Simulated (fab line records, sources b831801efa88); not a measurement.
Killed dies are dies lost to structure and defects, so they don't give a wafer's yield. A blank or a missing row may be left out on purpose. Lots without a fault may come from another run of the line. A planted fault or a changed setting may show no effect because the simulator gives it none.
A struck lot beside a sound one | flow sky130 | 43 steps out of a route of 708
Sound: wafers L148.1, L148.4, L148.5. Struck: wafers L143.3, L143.4, L143.6. The cause comes at the end.
At each step with rows: each side's tool, then ch and its chambers, then its first start. Under that, the readings that differ: sound wafers | struck wafers | difference of the means | sigmas: that difference in standard deviations of wafers without a fault.
alike: readings whose means differ by less than 2 such deviations, and words and numbers that are the same on both sides. not compared: withheld readings, readings that some wafer has no value for, bounds like >300 that may hide the same value, and numbers for which the record gives no deviation and whose values overlap.
The two part at a step that has a row with sigmas, a row that says differs or no value, or rows on one side only. Numbers that don't overlap but have no deviation are shown without sigmas and don't part them. A reading that every wafer of one side lacks parts them only if that side has two wafers or more.

first, 8 steps without rows for these wafers: SKY_LOCAL_INTERCONNECT_DEHYDRATE_03 (time 60 s); SKY_LOCAL_INTERCONNECT_HMDS_04 (prime time 60 s); SKY_LOCAL_INTERCONNECT_COAT_05 (resist thk 60 nm); SKY_LOCAL_INTERCONNECT_COAT_06 (resist thk 450 nm); SKY_LOCAL_INTERCONNECT_SOFTBAKE_07 (time 90 s); SKY_LOCAL_INTERCONNECT_EXPOSE_08 (exposes mask LI1M, target cd 170 nm); SKY_LOCAL_INTERCONNECT_PEB_09; SKY_LOCAL_INTERCONNECT_DEVELOP_10 (develop time 60 s).
SKY_LOCAL_INTERCONNECT_CD_MEAS_11: target cd 170 nm.
  sound on cd_sem-02, day 35 02:40; struck on cd_sem-02, day 33 18:06
  alike: cd_nm
SKY_LOCAL_INTERCONNECT_OVL_MEAS_12:
  sound on overlay-02, day 35 02:47; struck on overlay-02, day 33 18:11
  alike: LOCAL_INTERCONNECT_OVL
SKY_LOCAL_INTERCONNECT_ETCH_13: etches BARC in N2/H2, stops on SiO2, time 45.9 s, target depth 60 nm.
  sound on rie_metal-03 ch 1, day 35 02:49; struck on rie_metal-03 ch 0,1, day 33 18:14
  alike: bias_w, drypump_motor_current_A, n2_flow_sccm, oes_product_au, throttle_valve_pct
  not compared: rf_hours_counter_h
then, 1 step without rows for these wafers: SKY_LOCAL_INTERCONNECT_METAL_ETCH_14 (etches TiN in Cl2/BCl3, stops on PSG, target depth 110 nm, time 31.4 s).
SKY_LOCAL_INTERCONNECT_STRIP_15: strips in O2/N2.
  sound on plasma_asher-01 ch 0,1, day 35 02:56; struck on plasma_asher-02 ch 0,1, day 33 18:22
  alike: drypump_motor_current_A, n2_flow_sccm, oes_product_au, strip_time_to_endpoint_s
  not compared: rf_hours_counter_h
then, 3 steps without rows for these wafers: SKY_LOCAL_INTERCONNECT_STRIP_16 (strips in post etch residue remover, time 1200 s); SKY_LOCAL_INTERCONNECT_CLEAN_17 (cleans in IPA, time 180 s); SKY_LOCAL_INTERCONNECT_CLEAN_18 (cleans in O3/DIW).
SKY_CONTACT_CVD_00: deposits Si3N4, target thk 75 nm.
  sound on pecvd-03 ch 0,2, day 35 03:31; struck on pecvd-01 ch 0,2, day 33 18:55
  alike: heater_power_w
SKY_CONTACT_THK_MEAS_01:
  sound on film_metro-04, day 35 03:33; struck on film_metro-03, day 33 18:58
  alike: CONTACT_CVD_00_THK
then, 1 step without rows for these wafers: SKY_CONTACT_HDPCVD_02 (deposits SiO2, target thk 565 nm, time 94.2 s).
SKY_CONTACT_THK_MEAS_03:
  sound on film_metro-01, day 35 03:41; struck on film_metro-03, day 33 19:06
  alike: CONTACT_HDPCVD_THK
SKY_CONTACT_CMP_04: polishes SiO2.
  sound on cmp-01 ch 2,3, day 35 03:44; struck on cmp-02 ch 0,1,3, day 33 19:14
  alike: motor_current_A, platen_rpm, slurry_flow_ml_min, time_to_endpoint_s
SKY_CONTACT_BOW_MEAS_05:
  sound on film_metro-03, day 35 04:02; struck on film_metro-01, day 33 19:29
  alike: CONTACT_BOW
then, 8 steps without rows for these wafers: SKY_CONTACT_DEHYDRATE_06 (time 60 s); SKY_CONTACT_HMDS_07 (prime time 60 s); SKY_CONTACT_COAT_08 (resist thk 60 nm); SKY_CONTACT_COAT_09 (resist thk 450 nm); SKY_CONTACT_SOFTBAKE_10 (time 90 s); SKY_CONTACT_EXPOSE_11 (exposes mask CTM1, target cd 170 nm); SKY_CONTACT_PEB_12; SKY_CONTACT_DEVELOP_13 (develop time 60 s).
SKY_CONTACT_CD_MEAS_14: target cd 170 nm.
  sound on cd_sem-02, day 36 06:22; struck on cd_sem-02, day 34 22:22
  alike: cd_nm
SKY_CONTACT_OVL_MEAS_15:
  sound on overlay-02, day 36 06:29; struck on overlay-01, day 34 22:28
  alike: CONTACT_OVL
then, 2 steps without rows for these wafers: SKY_CONTACT_ETCH_16 (etches BARC in N2/H2, stops on SiO2, time 45.9 s, target depth 60 nm); SKY_CONTACT_ETCH_17 (etches SiO2 in C4F8/O2/Ar, stops on Si3N4, target depth 340 nm).
SKY_CONTACT_ETCH_18: etches Si3N4 in CHF3/O2, stops on TiN, time 39 s, target depth 75 nm.
  sound on rie_diel-02 ch 2,3; struck on rie_diel-02 ch 1,2,3
  alike: bias_w, chf3_flow_sccm, drypump_motor_current_A, oes_product_au, throttle_valve_pct
  not compared: rf_hours_counter_h
then, 5 steps without rows for these wafers: SKY_CONTACT_STRIP_19 (strips in O2/N2); SKY_CONTACT_STRIP_20 (strips in post etch residue remover, time 1200 s); SKY_CONTACT_CLEAN_21 (cleans in IPA, time 180 s); SKY_CONTACT_CLEAN_22 (cleans in O3/DIW); SKY_CONTACT_SPUTTER_23 (material TiN, target thk 20 nm, time 80 s).
SKY_CONTACT_CVD_24: deposits W, target thk 340 nm, time 102.12 s.
  sound on cvd_w-02 ch 0,1, day 36 07:18; struck on cvd_w-02 ch 0,1, day 34 23:20
  alike: heater_power_w
SKY_CONTACT_RS_MEAS_25: measures by four-point-probe.
  sound on film_metro-03, day 36 07:25; struck on film_metro-03, day 34 23:27
  alike: CONTACT_W_RS
-- the record jumps here: 13 days lie between the struck wafers' starts before and after (it left off in module CONTACT and takes up again in module PAD_OPEN, whose first step shown is number 708 of the route) --
SKY_PAD_OPEN_PROBE_99:
  sound on prober-02, day 49 08:54; struck on prober-01, day 48 09:23
  reading            | sound     | struck      | difference | sigmas
  killed_at_contacts | 29 22 43  | 62 66 74    | +36        | +6
  killed_dies        | 88 83 112 | 127 118 144 | +35        | +4
  alike: killed_at_M0_to_M3, killed_at_M4_up, killed_at_front_end, killed_at_other, killed_open, killed_short

WHERE THEY PART
Only at SKY_PAD_OPEN_PROBE_99, within this record.

WHY: what the simulator had put in
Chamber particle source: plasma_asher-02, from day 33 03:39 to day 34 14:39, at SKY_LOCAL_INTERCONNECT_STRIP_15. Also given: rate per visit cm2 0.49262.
